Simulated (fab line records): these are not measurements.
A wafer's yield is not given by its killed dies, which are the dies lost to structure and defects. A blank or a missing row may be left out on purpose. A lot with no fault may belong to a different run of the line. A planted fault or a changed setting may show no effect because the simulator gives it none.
One fault through the eyes of 2 desks ; flow gf180mcu ; what lay behind the numbers comes last; until then each desk has only its own

== THE METROLOGY DESK ==
Lot by lot, what the gauges showed, no matter which tool ran the lot: averages of those sampled wafers that carry a number. If a lot's mean is further than 4 standard deviations from the usual mean, the lot is out of limits and carries the mark OUT (the distance appears in the brackets).
Columns: A = NSD_TW at GF_NSD_TW_MEAS_12, usual 4241; B = cdNm at GF_M1_CD_MEAS_14, usual 230.2 nm; C = V1_BOW at GF_V1_BOW_MEAS_05, usual 81 um; D = V2_CVD_02_THK at GF_V2_THK_MEAS_03, usual 850 nm
lot;first seen here;A;B;C;D
L142;day 13 11:50;4199;230.4;75;843
L143;day 13 18:35;4234;230.8;90;855
L144;day 14 04:38;4233;230.0;71;858
L146;day 14 21:43;4289;229.8;81;851
L147;day 15 03:12;4222;230.6;88;848
L153;day 17 10:20;4285;159.8 (-59) OUT;81;863
L158;day 19 03:38;4281;227.7;82;841
L159;day 19 06:45;4255;230.2;75;843
L160;day 19 18:11;4259;230.2;83;867
L161;day 19 21:35;4193;231.9;77;866
L163;day 20 16:53;4225;230.9;80;854
L164;day 20 19:11;4242;229.8;78;851
L165;day 21 06:47;4206;230.7;76;847
This desk's verdict: out of limits on L153, starting with L153 at day 21 14:26 (cdNm at GF_M1_CD_MEAS_14). Within limits: L142, L143, L144, L146, L147, L158, L159, L160, L161, L163, L164, L165.

== TOOL OWNER'S DESK, krfScanner-01 ==
The tool's own readings at GF_M1_EXPOSE_11 (exposes mask Metal1, target cd 230 nm): means of the sampled wafers that have a number, for each lot that ran on this tool. If a lot's mean is further than 4 standard deviations from the usual mean, the lot is out of limits and carries the mark OUT (the distance appears in the brackets).
Columns: A = exposureDoseMJCm2 at GF_M1_EXPOSE_11, usual 27.964
lot;first seen here;A
L147;day 18 16:40;27.952
L153;day 21 02:22;25.700 (-91) OUT
L163;day 24 07:10;27.976
L164;day 24 08:22;27.933
L165;day 24 19:10;27.954
This desk's verdict: out of limits on L153, starting with L153 at day 21 02:22 (exposureDoseMJCm2 at GF_M1_EXPOSE_11). Within limits: L147, L163, L164, L165.

== ALL TOGETHER ==
On L153, at day 21 02:22, an alarm was possible from the tool owner's desk.
Metrology desk: alarm possible at day 21 14:26 on L153.
GF_M1_EXPOSE_11 was run on krfScanner-01 by each of the lots named.

== WHAT THE SIMULATOR PUT IN ==
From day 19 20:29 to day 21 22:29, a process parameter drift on krfScanner-01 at GF_M1_EXPOSE_11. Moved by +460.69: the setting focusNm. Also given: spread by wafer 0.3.
Lots struck among those shown: L153.
Fault start to first reading out of limits, in hours, per desk: tool owner, 30; metrology, 42.
